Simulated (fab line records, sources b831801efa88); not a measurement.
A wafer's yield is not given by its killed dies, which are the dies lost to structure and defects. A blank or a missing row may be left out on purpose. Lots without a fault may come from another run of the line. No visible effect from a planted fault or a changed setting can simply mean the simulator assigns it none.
Problem report in the 8D (eight disciplines) form, filled by code + flow sky130 + the parts of the form that need people (team, actions taken, sign-off) are left out

1. THE PROBLEM
At SKY_LDD_LDN_IMPLANT_11, beamEnergyKeV averages 19.109 over 6 wafers from 2 lots, while fault-free wafers read 15.000, standard deviation 0.0048. So: +99 or more standard deviations from the usual mean.
First seen on wafer L731.3, day 29 13:40, on implanter-01. Wafers with a number at this step in the record: 39, from 13 lots. Rule for "out" (also "out of limits"): further than 4 standard deviations from the usual mean. The other wafers with a number count as sound.

2. WHAT IT IS, AND WHAT IT ISN'T
| question                    | is                     | is not                                                              |
|-----------------------------|------------------------|---------------------------------------------------------------------|
| which readings at this step | beamEnergyKeV          | -                                                                   |
| which lots                  | L731, L732             | L712, L713, L714, L716, L717, L718, L724, L725, L727, L728, L734    |
| which wafers of those lots  | all that have a number | -                                                                   |
| read on which tools         | implanter-01           | implanter-04                                                        |
| when                        | from day 29 13:40      | up to then (30 sound wafers); but 3 sound wafers of L734 came after |

3. WHAT RULES OUT EACH SUSPECT
Counting: any tool at a process step up to the reading is kept as a suspect provided that every lot that is out went through it and no sound lot did after the first of them.
- implanter-01 at SKY_LDD_LDN_IMPLANT_11: kept. Every lot that is out went through it, starting with L731 (day 29 13:40), and after that it ran no sound lot; the last sound lot it ran before then is L728 (day 28 12:08). Its own readings are out on those wafers: beamEnergyKeV.
Remaining after the count: implanter-01 at SKY_LDD_LDN_IMPLANT_11.

4. THE CAUSE (what the simulator had put in)
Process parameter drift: implanter-01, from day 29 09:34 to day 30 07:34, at SKY_LDD_LDN_IMPLANT_11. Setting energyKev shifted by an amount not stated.
Counting left only this tool.

5. THE CHAIN OF EFFECTS, in route order
Each row: a reading where the mean over the struck wafers with a number is more than 3 standard deviations away from the usual. Only readings for which the record gives a usual standard deviation are gone through. hours: the time from each lot's start at the first step in this table that gives one to its start at this step, as a median over the lots. sigmas: the change in usual standard deviations.
| hours | step                   | reading       | usual  | on struck wafers | change | sigmas      |
|-------|------------------------|---------------|--------|------------------|--------|-------------|
| 0     | SKY_LDD_LDN_IMPLANT_11 | beamEnergyKeV | 15.000 | 19.109           | +4.109 | +99 or more |
The process steps in it:
- SKY_LDD_LDN_IMPLANT_11

6. WHAT WOULD HAVE CAUGHT IT SOONER
The fault began at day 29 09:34; the first out-of-limits reading in this record came at day 29 13:40, 4 hours later.
